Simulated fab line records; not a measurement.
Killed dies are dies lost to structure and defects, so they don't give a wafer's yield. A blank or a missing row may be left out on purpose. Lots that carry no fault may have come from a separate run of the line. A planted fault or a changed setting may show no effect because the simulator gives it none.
Which of the tools did it? -- flow sky130 -- 24 lots, 72 wafers sampled, at 4 steps of a route of 708

WHAT THE GAUGES SHOWED, per wafer
SKY_FIELD_ISO_BOW_MEAS_00. Usual: INCOMING_BOW typically reads 0 um, with standard deviation 5.8.
lot,measured,on,INCOMING_BOW (um),flag
L074,day 1 10:01,film_metro-04,1 13 4,
L075,day 1 15:00,film_metro-01,-2 6 2,
L076,day 1 20:01,film_metro-01,0 7 0,
L077,day 2 01:00,film_metro-02,8 3 -4,
L078,day 2 06:00,film_metro-04,-4 -2 1,
L079,day 2 11:01,film_metro-04,5 -4 -2,
L080,day 2 16:02,film_metro-04,3 -1 -7,
L081,day 2 21:00,film_metro-02,0 -6 -4,
L082,day 3 02:00,film_metro-02,1 0 -6,
L083,day 3 07:00,film_metro-01,7 8 -3,
L084,day 3 12:00,film_metro-02,-5 2 1,
L085,day 3 17:00,film_metro-01,11 -12 -4,
L086,day 3 22:00,film_metro-02,-3 5 1,
L087,day 4 03:00,film_metro-01,-18 4 11,
L088,day 4 08:01,film_metro-04,5 -7 10,
L089,day 4 13:01,film_metro-01,-4 3 -5,
L090,day 4 18:00,film_metro-04,-3 0 8,
L091,day 4 23:00,film_metro-02,9 -4 -6,
L092,day 5 04:00,film_metro-04,-3 7 5,
L093,day 5 09:00,film_metro-02,2 -13 0,
L094,day 5 14:02,film_metro-02,-3 -7 -5,
L095,day 5 19:04,film_metro-01,-1 -1 5,
L096,day 6 00:00,film_metro-04,10 -10 4,
L097,day 6 05:02,film_metro-02,-1 -8 4,

SKY_POLY_CUT_CD_MEAS_08: the cd target is 270 nm. Usual: cd_nm at 270.1 nm, with a standard deviation of 1.2.
lot,measured,on,cd_nm (nm),flag
L074,day 24 09:41,cd_sem-01,269.6 270.3 268.5,
L075,day 24 21:28,cd_sem-02,270.4 269.2 269.2,
L076,day 25 00:41,cd_sem-02,271.6 271.5 271.9,
L077,day 25 14:10,cd_sem-02,270.6 271.0 270.9,
L078,day 25 15:31,cd_sem-02,270.8 273.9 271.0,
L079,day 25 23:56,cd_sem-01,270.6 271.4 270.8,
L080,day 26 09:34,cd_sem-02,270.3 270.3 270.7,
L081,day 26 15:37,cd_sem-01,270.2 271.6 270.4,
L082,day 26 22:04,cd_sem-01,270.2 269.5 269.7,
L083,day 27 10:10,cd_sem-01,270.2 271.0 270.4,
L084,day 27 21:23,cd_sem-02,271.1 270.9 272.4,
L085,day 28 01:58,cd_sem-02,271.8 269.1 270.1,
L086,day 28 17:32,cd_sem-01,268.7 268.6 267.7,
L087,day 29 02:16,cd_sem-01,269.7 269.7 271.2,
L088,day 29 05:08,cd_sem-01,269.2 267.7 267.1,
L089,day 29 22:53,cd_sem-01,270.4 269.9 270.0,
L090,day 29 22:41,cd_sem-02,270.9 270.4 270.1,
L091,day 29 21:44,cd_sem-01,270.3 270.2 268.2,
L092,day 31 04:43,cd_sem-02,268.9 267.5 269.0,
L093,day 31 06:01,cd_sem-01,272.0 271.5 270.9,
L094,day 31 07:00,cd_sem-02,268.8 268.5 268.2,
L095,day 31 08:35,cd_sem-01,270.1 268.0 270.0,
L096,day 31 11:28,cd_sem-01,270.7 270.7 270.1,
L097,day 31 17:43,cd_sem-02,269.8 271.6 269.0,

WHICH TOOL RAN EACH LOT (tool, then ch and the chambers of the sampled wafers, then the start)
lot,SKY_FIELD_ISO_ETCH_15,SKY_PWDE_STRIP_09
L074,"rie_diel-04 ch 1,2,3, day 2 04:23","plasma_asher-03 ch 0,1, day 3 19:43"
L075,"rie_diel-02 ch 0,2,3, day 2 10:50","plasma_asher-03 ch 0, day 4 00:58"
L076,"rie_diel-02 ch 0,2,3, day 2 16:05","plasma_asher-04 ch 0,1, day 4 07:52"
L077,"rie_diel-02 ch 2,3, day 2 21:05","plasma_asher-04 ch 0,1, day 4 13:40"
L078,"rie_diel-01 ch 0,2,3, day 3 01:26","plasma_asher-02 ch 0, day 4 17:55"
L079,"rie_diel-04 ch 1,2, day 3 07:14","plasma_asher-04 ch 0,1, day 4 23:22"
L080,"rie_diel-04 ch 2,3, day 3 11:08","plasma_asher-03 ch 0,1, day 5 04:20"
L081,"rie_diel-02 ch 0,1,2, day 3 17:02","plasma_asher-02 ch 0,1, day 5 11:52"
L082,"rie_diel-01 ch 0,2,3, day 3 22:59","plasma_asher-02 ch 0,1, day 5 17:16"
L083,"rie_diel-01 ch 2,3, day 4 03:11","plasma_asher-02 ch 0,1, day 5 21:43"
L084,"rie_diel-01 ch 0,1,3, day 4 09:44","plasma_asher-03 ch 1, day 6 04:01"
L085,"rie_diel-04 ch 0,1, day 4 15:23","plasma_asher-03 ch 0,1, day 6 09:49"
L086,"rie_diel-02 ch 0,1,3, day 4 19:44","plasma_asher-04 ch 0,1, day 6 13:52"
L087,"rie_diel-04 ch 0,2,3, day 5 01:26","plasma_asher-02 ch 0,1, day 6 21:28"
L088,"rie_diel-01 ch 0,3, day 5 05:41","plasma_asher-03 ch 0,1, day 7 06:01"
L089,"rie_diel-02 ch 0,1,2, day 5 11:14","plasma_asher-04 ch 0,1, day 7 11:01"
L090,"rie_diel-02 ch 0,2,3, day 5 16:29","plasma_asher-04 ch 0,1, day 7 13:55"
L091,"rie_diel-04 ch 1,2, day 5 20:17","plasma_asher-04 ch 0,1, day 7 19:19"
L092,"rie_diel-02 ch 2,3, day 6 02:17","plasma_asher-04 ch 0,1, day 7 22:55"
L093,"rie_diel-04 ch 0,1,3, day 6 08:53","plasma_asher-02 ch 0,1, day 8 07:19"
L094,"rie_diel-04 ch 0,2, day 6 13:47","plasma_asher-04 ch 0,1, day 8 12:05"
L095,"rie_diel-02 ch 0,1,3, day 6 17:49","plasma_asher-03 ch 0,1, day 8 17:29"
L096,"rie_diel-01 ch 0,1,2, day 6 23:32","plasma_asher-03 ch 0,1, day 9 00:40"
L097,"rie_diel-02 ch 1,2, day 7 04:41","plasma_asher-04 ch 0,1, day 9 07:03"
- SKY_FIELD_ISO_ETCH_15: etches the open film in CHF3/O2, stops on Si, target depth 180 nm, time 72 s.
- SKY_PWDE_STRIP_09: strips in O2/N2.

AS READ BY THE TOOLS THEMSELVES (means over the sampled wafers that have a number; for cases with no such wafer, the mark the record gives instead)
SKY_FIELD_ISO_ETCH_15. Usual: drypump_motor_current_A 5.6 A, standard deviation 0.6; oes_product_au 0.942 a.u., standard deviation 0.0067; rf_fwd_power_W 595.6 W, standard deviation 2; throttle_valve_pct 8.842 %, standard deviation 0.0087.
lot,tool,drypump_motor_current_A (A),oes_product_au (a.u.),rf_fwd_power_W (W),throttle_valve_pct (%),flag
L074,rie_diel-04,6.3,0.939,593.9,8.843,
L075,rie_diel-02,5.1,0.936,595.6,8.842,
L076,rie_diel-02,5.1,0.950,594.4,8.854,
L077,rie_diel-02,5.1,0.942,596.3,8.843,
L078,rie_diel-01,5.6,0.941,594.5,8.845,
L079,rie_diel-04,6.1,0.944,595.8,8.843,
L080,rie_diel-04,6.3,0.945,596.7,8.837,
L081,rie_diel-02,5.3,0.948,594.9,8.844,
L082,rie_diel-01,5.6,0.940,593.9,8.834,
L083,rie_diel-01,5.6,0.937,593.9,8.842,
L084,rie_diel-01,5.7,0.945,594.6,8.846,
L085,rie_diel-04,5.9,0.938,598.2,8.839,
L086,rie_diel-02,4.9,0.939,596.0,8.843,
L087,rie_diel-04,6.2,0.952,596.5,8.837,
L088,rie_diel-01,5.8,0.949,594.3,8.848,
L089,rie_diel-02,5.3,0.941,597.6,8.846,
L090,rie_diel-02,5.1,0.937,595.6,8.840,
L091,rie_diel-04,6.1,0.937,595.4,8.849,
L092,rie_diel-02,5.1,0.929,595.9,8.842,
L093,rie_diel-04,6.2,0.946,596.2,8.851,
L094,rie_diel-04,5.9,0.951,595.6,8.842,
L095,rie_diel-02,4.9,0.945,595.7,8.847,
L096,rie_diel-01,5.5,0.941,594.3,8.850,
L097,rie_diel-02,5.7,0.937,593.3,8.839,

SKY_PWDE_STRIP_09. Usual: drypump_motor_current_A 6.0 A, standard deviation 0.47; n2_flow_sccm 300.1 sccm, standard deviation 1.1; oes_product_au 0.722 a.u., standard deviation 0.0048; strip_time_to_endpoint_s 36.94 s, standard deviation 0.11.
lot,tool,drypump_motor_current_A (A),n2_flow_sccm (sccm),oes_product_au (a.u.),strip_time_to_endpoint_s (s),flag
L074,plasma_asher-03,5.6,299.5,0.723,37.02,
L075,plasma_asher-03,5.8,299.6,0.723,37.07,
L076,plasma_asher-04,6.0,299.2,0.721,36.74,
L077,plasma_asher-04,6.3,300.7,0.719,36.96,
L078,plasma_asher-02,6.8,299.2,0.722,36.89,
L079,plasma_asher-04,6.3,300.4,0.722,37.01,
L080,plasma_asher-03,5.6,300.1,0.725,37.08,
L081,plasma_asher-02,6.4,298.9,0.723,37.01,
L082,plasma_asher-02,5.9,300.5,0.718,36.95,
L083,plasma_asher-02,5.9,299.7,0.725,36.95,
L084,plasma_asher-03,5.5,301.0,0.719,37.02,
L085,plasma_asher-03,5.7,301.2,0.722,36.99,
L086,plasma_asher-04,6.3,300.5,0.720,36.98,
L087,plasma_asher-02,5.9,299.7,0.720,36.94,
L088,plasma_asher-03,5.7,300.6,0.719,36.82,
L089,plasma_asher-04,6.0,299.8,0.718,37.02,
L090,plasma_asher-04,6.1,300.9,0.723,36.88,
L091,plasma_asher-04,6.0,300.0,0.719,36.83,
L092,plasma_asher-04,6.1,299.2,0.722,36.88,
L093,plasma_asher-02,6.3,300.6,0.723,36.91,
L094,plasma_asher-04,6.0,299.5,0.720,37.05,
L095,plasma_asher-03,5.6,300.8,0.723,36.96,
L096,plasma_asher-03,5.7,299.5,0.722,36.85,
L097,plasma_asher-04,6.0,299.7,0.721,36.94,

THE ANSWER, worked out from the rows above alone
Rule: a lot counts as off when the mean over its wafers that have a number is more than 3 standard deviations away from the usual mean. A lot without any number at a reading at which 4 lots or more have one is off too. All remaining lots with rows at the step are treated as sound. Order of review: gauges by route order, followed by the tools' own readings, for which a lot's mean as printed above is used. At the first step where some lot is off, the reading lying furthest off is the one used; lots without a number count as furthest.
None of the lots is off at any reading shown; this tells nothing.

WHAT THE SIMULATOR HAD PUT IN
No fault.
